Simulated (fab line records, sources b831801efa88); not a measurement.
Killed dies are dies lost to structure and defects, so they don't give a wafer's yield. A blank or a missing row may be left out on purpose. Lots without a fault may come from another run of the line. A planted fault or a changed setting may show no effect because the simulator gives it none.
Which tool did it? | flow gf180mcu | 11 lots, 33 wafers sampled, at 6 steps of a route of 602

WHAT THE GAUGES READ, wafer by wafer
GF_M3_RS_MEAS_05: measures by four-point-probe.
lot  | measured     | on            | M3_ALCU_RS (ohm/sq)
L914 | day 20 12:38 | film_metro-04 | 0.0698 0.0698 0.0695
L915 | day 20 20:43 | film_metro-01 | 0.0682 0.0684 0.0688
L918 | day 22 02:52 | film_metro-02 | 0.0702 0.0711 0.0700
L919 | day 22 11:48 | film_metro-02 | 0.0693 0.0690 0.0696
L920 | day 22 18:29 | film_metro-02 | 0.0693 0.0694 0.0692
L924 | day 24 07:55 | film_metro-02 | 0.0699 0.0699 0.0698
L928 | day 25 11:28 | film_metro-04 | 0.0693 0.0691 0.0690
L929 | day 26 01:59 | film_metro-01 | 0.0688 0.0684 0.0693
L931 | day 26 15:17 | film_metro-02 | 0.0704 0.0706 0.0693
L934 | day 27 09:55 | film_metro-04 | 0.0684 0.0684 0.0686
L937 | day 28 07:33 | film_metro-01 | 0.0702 0.0692 0.0699

GF_M3_THK_MEAS_06: measures by xrf.
lot  | measured     | on            | M3_ALCU_THK (nm)
L914 | day 20 12:44 | film_metro-04 | 443 444 446
L915 | day 20 20:50 | film_metro-01 | 453 453 453
L918 | day 22 02:59 | film_metro-02 | 441 435 443
L919 | day 22 11:55 | film_metro-02 | 447 452 446
L920 | day 22 18:37 | film_metro-02 | 449 446 447
L924 | day 24 08:01 | film_metro-02 | 444 443 444
L928 | day 25 11:34 | film_metro-04 | 448 454 449
L929 | day 26 02:06 | film_metro-01 | 447 452 446
L931 | day 26 15:24 | film_metro-02 | 438 440 449
L934 | day 27 10:01 | film_metro-04 | 455 454 452
L937 | day 28 07:40 | film_metro-01 | 439 446 442

GF_V3_RS_MEAS_24: measures by four-point-probe.
lot  | measured     | on            | V3_W_RS (ohm/sq)
L914 | day 22 15:05 | film_metro-02 | 0.323 0.330 0.322
L915 | day 22 22:21 | film_metro-04 | 0.328 0.328 0.329
L918 | day 24 03:34 | film_metro-02 | 0.328 0.328 0.332
L919 | day 24 12:05 | film_metro-02 | 0.335 0.336 0.332
L920 | day 24 17:55 | film_metro-04 | 0.328 0.333 0.328
L924 | day 26 05:38 | film_metro-04 | 0.328 0.331 0.330
L928 | day 27 07:59 | film_metro-02 | 0.288 0.293 0.293
L929 | day 27 22:11 | film_metro-02 | 0.291 0.291 0.287
L931 | day 28 10:34 | film_metro-02 | 0.322 0.327 0.325
L934 | day 29 03:56 | film_metro-02 | 0.329 0.331 0.331
L937 | day 30 00:40 | film_metro-04 | 0.336 0.330 0.334

GF_V3_THK_MEAS_25: measures by xrf.
lot  | measured     | on            | V3_W_THK (nm)
L914 | day 22 15:10 | film_metro-02 | 343 337 345
L915 | day 22 22:28 | film_metro-04 | 338 339 338
L918 | day 24 03:41 | film_metro-02 | 335 339 335
L919 | day 24 12:12 | film_metro-02 | 333 332 335
L920 | day 24 18:02 | film_metro-04 | 340 336 341
L924 | day 26 05:44 | film_metro-04 | 341 339 339
L928 | day 27 08:04 | film_metro-02 | 386 379 379
L929 | day 27 22:18 | film_metro-02 | 381 383 385
L931 | day 28 10:40 | film_metro-02 | 344 340 343
L934 | day 29 04:02 | film_metro-02 | 339 339 338
L937 | day 30 00:47 | film_metro-04 | 334 339 338

WHICH TOOL RAN EACH LOT (tool, then ch and the chambers of the sampled wafers, then the start)
lot  | GF_M3_METAL_ETCH_16               | GF_V3_CVD_23
L914 | rie_metal-01 ch 0,1, day 21 12:53 | cvd_w-02 ch 0,1, day 22 14:57
L915 | rie_metal-01 ch 0,1, day 21 20:41 | cvd_w-01 ch 0,1, day 22 22:14
L918 | rie_metal-01 ch 0,1, day 23 02:22 | cvd_w-01 ch 0, day 24 03:27
L919 | rie_metal-03 ch 0,1, day 23 10:41 | cvd_w-01 ch 0,1, day 24 11:58
L920 | rie_metal-02 ch 0,1, day 23 17:27 | cvd_w-02 ch 1, day 24 17:48
L924 | rie_metal-01 ch 0,1, day 25 06:16 | cvd_w-01 ch 0,1, day 26 05:32
L928 | rie_metal-02 ch 0,1, day 26 08:59 | cvd_w-01 ch 0,1, day 27 07:51
L929 | rie_metal-03 ch 0, day 26 22:56   | cvd_w-01 ch 1, day 27 22:04
L931 | rie_metal-01 ch 0,1, day 27 11:47 | cvd_w-02 ch 0,1, day 28 10:26
L934 | rie_metal-03 ch 0,1, day 28 05:59 | cvd_w-02 ch 0,1, day 29 03:50
L937 | rie_metal-02 ch 0,1, day 29 03:23 | cvd_w-02 ch 0,1, day 30 00:32
- GF_M3_METAL_ETCH_16: etches the open film in Cl2/BCl3, stops on SiO2, target depth 627.5 nm, time 104.6 s.
- GF_V3_CVD_23: deposits W, target thk 350 nm, time 104.9 s.

WHAT THE TOOLS THEMSELVES READ (means of the sampled wafers that have a number; where no wafer has one, the mark that the record gives instead)
GF_M3_METAL_ETCH_16.
lot  | tool         | drypump_motor_current_A (A) | oes_product_au (a.u.) | rf_fwd_power_W (W) | throttle_valve_pct (%)
L914 | rie_metal-01 | 5.5                         | 0.971                 | 792.9              | 28.239
L915 | rie_metal-01 | 5.9                         | 0.978                 | 794.8              | 28.244
L918 | rie_metal-01 | 5.9                         | 0.972                 | 795.4              | 28.255
L919 | rie_metal-03 | 5.5                         | 0.973                 | 796.0              | 28.242
L920 | rie_metal-02 | 5.6                         | 0.975                 | 795.0              | 28.246
L924 | rie_metal-01 | 5.5                         | 0.969                 | 793.6              | 28.253
L928 | rie_metal-02 | 5.6                         | 0.975                 | 798.3              | 28.252
L929 | rie_metal-03 | 5.4                         | 0.974                 | 794.0              | 28.245
L931 | rie_metal-01 | 5.5                         | 0.966                 | 793.4              | 28.253
L934 | rie_metal-03 | 5.5                         | 0.975                 | 795.8              | 28.247
L937 | rie_metal-02 | 5.6                         | 0.968                 | 795.0              | 28.251

GF_V3_CVD_23.
lot  | tool     | chamber_pressure_Torr (Torr) | heater_power_w (W)
L914 | cvd_w-02 | 40.03                        | 809
L915 | cvd_w-01 | 40.15                        | 748
L918 | cvd_w-01 | 39.96                        | 818
L919 | cvd_w-01 | 39.95                        | 762
L920 | cvd_w-02 | 39.88                        | 755
L924 | cvd_w-01 | 39.99                        | 746
L928 | cvd_w-01 | 51.42                        | 741
L929 | cvd_w-01 | 51.30                        | 716
L931 | cvd_w-02 | 40.01                        | 871
L934 | cvd_w-02 | 40.02                        | 860
L937 | cvd_w-02 | 40.02                        | 814

THE ANSWER, worked out from the rows above alone
Rule: what is usual is taken from the lots themselves. Put in order of their means at a reading, lots are off if they are a third of the lots or fewer, leave a main group of 4 or more, and stand apart from it by a gap of 3 or more times the standard deviation of the main group's means; of several such gaps the widest counts. A main group whose means are all the same, to the digits that the tables above print for the reading, isn't used. A lot without any number at a reading at which 4 lots or more have one is off too. The other lots that the step has rows for count as sound. The gauges are gone through in route order, then the tools' own readings, and for those a lot's mean is taken as printed above. The first step at which some lot is off is used, and at that step the reading that is off furthest; a lot without a number counts as furthest.
Off: L928, L929, at GF_V3_RS_MEAS_24 (V3_W_RS). The main group: mean 0.329 ohm/sq, standard deviation 0.0031.
A tool fits if, at a process step before that reading, it ran every lot that is off, and no sound lot after the first of them. The gauges at GF_V3_RS_MEAS_24 aren't tried: what is off there is off at GF_V3_CVD_23 too, on other tools, and a gauge's error can't cause that. One fits: cvd_w-01 at GF_V3_CVD_23. Its last sound lot is L924 (day 26 05:32), its first lot that is off L928 (day 27 07:51): a fault that began between those two fits.
The tool's own readings at GF_V3_CVD_23 bear it out: on the lots that are off they differ by more than 5 times the standard deviation of the sound lots' means. chamber_pressure_Torr reads 51.36 Torr there against 40.00 Torr on the sound lots.

WHAT THE SIMULATOR HAD PUT IN
Process parameter drift: cvd_w-01, from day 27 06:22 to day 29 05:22, at GF_V3_CVD_23. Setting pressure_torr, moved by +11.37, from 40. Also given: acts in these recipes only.
Lots struck among those shown: L928, L929. The rule above found the same.
